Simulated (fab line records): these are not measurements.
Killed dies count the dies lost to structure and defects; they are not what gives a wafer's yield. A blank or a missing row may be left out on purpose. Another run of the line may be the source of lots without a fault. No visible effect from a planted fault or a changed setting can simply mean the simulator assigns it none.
Comparing a struck lot with a sound one + flow sky130 + 17 out of 708 route steps
Sound: the wafers L266.1, L266.4, L266.6. Wafers struck: L276.2, L276.3, L276.6. The cause is named last.
Per side, at each step with rows, come the tool, then ch with its chambers, and then its first start. Under that, the readings that differ: sound wafers + struck wafers + difference of the means + sigmas: that difference in standard deviations of wafers without a fault.
alike: same words and numbers on both sides, and readings whose means sit less than 2 such deviations apart. not compared: any withheld reading, any reading some wafer has no value for, any bound like >300 that may hide the same value, and any number with overlapping values for which the record gives no deviation.
The two part at a step that has a row with sigmas, a row that says differs or no value, or rows on one side only. When numbers do not overlap yet have no deviation, they are printed without sigmas and do not part them. A reading missing from all wafers of one side parts the sides only when that side holds two or more wafers.

first, 1 step without rows for these wafers: SKY_VT_ADJUST_NCORE_IMPLANT_09.
SKY_VT_ADJUST_NCORE_STRIP_10: strips in O2/N2.
  sound on plasma asher-02 ch 1, day 9 03:12; struck on plasma asher-02 ch 0,1, day 11 16:03
| reading                      | sound             | struck            | difference | sigmas |
|------------------------------|-------------------|-------------------|------------|--------|
| strip time to endpoint s (s) | 14.23 14.27 14.19 | 14.11 14.12 14.08 | -0.13      | -3     |
  alike: drypump motor current A, oes product au
  not compared: rf hours counter h
SKY_VT_ADJUST_NCORE_TW_MEAS_11:
  struck on film metro-03, day 11 16:10; sound on film metro-01, day 9 03:18
| reading            | sound             | struck            | difference | sigmas |
|--------------------|-------------------|-------------------|------------|--------|
| VT_ADJUST_NCORE_TW | 219.0 218.9 219.4 | 223.3 223.0 222.6 | +3.9       | +2     |
then, 7 steps without rows for these wafers: SKY_VT_ADJUST_HVTR_DEHYDRATE_00 (time 60 s); SKY_VT_ADJUST_HVTR_HMDS_01 (prime time 60 s); SKY_VT_ADJUST_HVTR_COAT_02 (resist thk 1140 nm); SKY_VT_ADJUST_HVTR_SOFTBAKE_03 (time 60 s); SKY_VT_ADJUST_HVTR_EXPOSE_04 (exposes mask HVTRM, target cd 380 nm); SKY_VT_ADJUST_HVTR_PEB_05; SKY_VT_ADJUST_HVTR_DEVELOP_06 (develop time 60 s).
SKY_VT_ADJUST_HVTR_CD_MEAS_07 targets a cd of 380 nm.
  struck on cd sem-01, day 12 15:16; sound on cd sem-01, day 10 00:27
  alike: cd nm
SKY_VT_ADJUST_HVTR_OVL_MEAS_08:
  struck on overlay-02, day 12 15:22; sound on overlay-02, day 10 00:34
  alike: VT_ADJUST_HVTR_OVL
SKY_VT_ADJUST_HVTR_IMPLANT_09:
  sound on implanter-04 ch 0, day 10 00:37; struck on implanter-02 ch 0, day 12 15:26
| reading                   | sound             | struck            | difference | sigmas |
|---------------------------|-------------------|-------------------|------------|--------|
| implant ion amu           | 11 11 11          | 49 49 49          | +38        |        |
| model.implant.rp nm (nm)  | 32.85 32.85 32.85 | 10.57 10.57 10.57 | -22.28     |        |
| model.implant.drp nm (nm) | 17.11 17.11 17.11 | 6.005 6.005 6.005 | -11.105    |        |
SKY_VT_ADJUST_HVTR_STRIP_10: strips in O2/N2.
  sound on plasma asher-01 ch 0,1, day 10 00:46; struck on plasma asher-01 ch 0,1, day 12 15:33
| reading                      | sound             | struck            | difference | sigmas |
|------------------------------|-------------------|-------------------|------------|--------|
| strip time to endpoint s (s) | 14.15 14.22 14.15 | 14.26 14.26 14.25 | +0.08      | +2     |
  alike: drypump motor current A, oes product au
  not compared: rf hours counter h
SKY_VT_ADJUST_HVTR_TW_MEAS_11:
  struck on film metro-03, day 12 15:40; sound on film metro-03, day 10 00:52
| reading           | sound             | struck            | difference | sigmas |
|-------------------|-------------------|-------------------|------------|--------|
| VT_ADJUST_HVTR_TW | 215.9 215.2 214.6 | 311.3 313.0 311.6 | +96.7      | +51    |
then, 1 step without rows for these wafers: SKY_VT_ADJUST_PCH_DEHYDRATE_00 (time 60 s).
-- here the record skips 36 days between the struck wafers' starts before and after, leaving off in module VT_ADJUST_PCH and picking up in module PAD_OPEN (first step shown: number 708 of the route) --
SKY_PAD_OPEN_PROBE_99:
  struck on prober-02, day 48 12:07; sound on prober-01, day 46 04:01
| reading                                  | sound                   | struck                  | difference | sigmas |
|------------------------------------------|-------------------------|-------------------------|------------|--------|
| model.etest.pfet_01v8_mvt.drive ua um    | 147.2 148.1 150.9       | 130.4 129.5 129.3       | -19.0      |        |
| model.etest.pfet_01v8_mvt.off log10 a um | -10.94 -10.71 -10.86    | -12.32 -12.26 -12.32    | -1.46      |        |
| model.etest.pfet_01v8_mvt.vt sat v (V)   | -0.5821 -0.5719 -0.5755 | -0.695 -0.7048 -0.7017  | -0.124     |        |
| model.etest.pfet_01v8_mvt.vt v (V)       | -0.6627 -0.655 -0.6581  | -0.7611 -0.7658 -0.7648 | -0.1053    |        |
| model.etest.pfet_01v8_mvt.vt long v (V)  | -0.8663 -0.8631 -0.8625 | -0.9539 -0.9644 -0.9647 | -0.0970    |        |
  alike: killed_at_M0_to_M3, killed_at_M4_up, killed at contacts, killed at front end, killed at other, killed dies, killed open, killed short

WHERE THEY PART
Last at SKY_VT_ADJUST_HVTR_TW_MEAS_11 as far as this record goes, first at SKY_VT_ADJUST_NCORE_STRIP_10. Later steps at which nothing parts them and some readings are alike: SKY_PAD_OPEN_PROBE_99.

WHY: what had been put in by the simulator
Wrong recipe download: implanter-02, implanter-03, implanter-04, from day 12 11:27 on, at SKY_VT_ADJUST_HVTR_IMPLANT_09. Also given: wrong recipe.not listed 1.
